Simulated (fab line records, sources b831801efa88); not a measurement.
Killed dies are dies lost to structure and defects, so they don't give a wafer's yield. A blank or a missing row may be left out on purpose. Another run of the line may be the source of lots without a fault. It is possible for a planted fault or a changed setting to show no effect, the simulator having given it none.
Struck lot and sound lot, side by side / flow gf180mcu / 15 steps out of a route of 602
Sound: these wafers, L945.1, L945.2, L945.3. Wafers struck: L959.1, L959.5, L959.6. The cause is given at the end.
Each step with rows lists, per side, the tool, then ch with its chambers, then its first start. Under that, the readings that differ: sound wafers / struck wafers / difference of the means / sigmas: that difference in standard deviations of wafers without a fault.
alike: readings with means less than 2 such deviations apart, plus words and numbers identical on both sides. not compared: withheld readings, readings lacking a value on some wafer, bounds such as >300 that could conceal the same value, and numbers that have no deviation in the record and whose values overlap.
Wherever a step has rows on one side only, a row that says differs or no value, or a row with sigmas, the two part there. Numbers that have no deviation but don't overlap get no sigmas and don't part them. A reading that every wafer of one side lacks parts them only if that side has two wafers or more.

GF_HV_LDD_STRIP_10: strips in O2/N2.
  sound on plasma asher-02 ch 0,1, day 10 08:10; struck on plasma asher-01 ch 0,1, day 14 17:53
reading=strip time to endpoint s (s); sound=12.56 12.59 12.61; struck=12.69 12.68 12.71; difference=+0.11; sigmas=+2
  alike: drypump motor current A, heater power w, o2 flow sccm, oes product au
  not compared: rf hours counter h
GF_HV_LDD_TW_MEAS_11:
  sound: film metro-03 at day 10 08:16; struck: film metro-03 at day 14 17:59
  alike: HV_LDD_TW
then, 7 steps without rows for these wafers: GF_HV_LDD_DEHYDRATE_12 (time 60 s); GF_HV_LDD_HMDS_13 (prime time 60 s); GF_HV_LDD_COAT_14 (resist thk 1000 nm); GF_HV_LDD_SOFTBAKE_15 (time 60 s); GF_HV_LDD_EXPOSE_16 (exposes mask Pplus LV AREA, target cd 400 nm); GF_HV_LDD_PEB_17; GF_HV_LDD_DEVELOP_18 (develop time 60 s).
GF_HV_LDD_CD_MEAS_19 targets a cd of 400 nm.
  sound: cd sem-02 at day 11 02:24; struck: cd sem-02 at day 15 15:29
  alike: cd nm
GF_HV_LDD_OVL_MEAS_20:
  sound: overlay-01 at day 11 02:31; struck: overlay-02 at day 15 15:36
  alike: HV_LDD_01_OVL
next, for these wafers, 1 step has no rows: GF_HV_LDD_IMPLANT_21.
GF_HV_LDD_STRIP_22: strips in O2/N2.
  sound on plasma asher-01 ch 0,1, day 11 02:42; struck on plasma asher-02 ch 0,1, day 15 15:47
reading=drypump motor current A (A); sound=5.78 5.31 5.28; struck=6.16 5.98 6.18; difference=+0.65; sigmas=+2
reading=o2 flow sccm (sccm); sound=3003 2987 2993; struck=2383 2403 2394; difference=-601; sigmas=-71
reading=oes product au (a.u.); sound=0.718 0.720 0.716; struck=0.708 0.711 0.705; difference=-0.010; sigmas=-3
reading=strip time to endpoint s (s); sound=12.63 12.60 12.64; struck=12.74 12.75 12.78; difference=+0.13; sigmas=+3
  alike: heater power w
  not compared: rf hours counter h
GF_HV_LDD_TW_MEAS_23:
  sound: film metro-02 at day 11 02:48; struck: film metro-01 at day 15 15:53
  alike: HV_LDD_2_TW
-- a jump in the record: the struck wafers' starts before and after are 18 days apart (it breaks off in module HV_LDD and resumes in module PASSIVATION, where the first step shown is number 602 of the route) --
GF_PASSIVATION_PROBE_99:
  only the struck wafers here have rows in the record (prober-01, day 33 08:06); the sound ones have none

WHERE THEY PART
First at GF_HV_LDD_STRIP_10; last, within this record, at GF_PASSIVATION_PROBE_99.

WHY: whatever the simulator had introduced
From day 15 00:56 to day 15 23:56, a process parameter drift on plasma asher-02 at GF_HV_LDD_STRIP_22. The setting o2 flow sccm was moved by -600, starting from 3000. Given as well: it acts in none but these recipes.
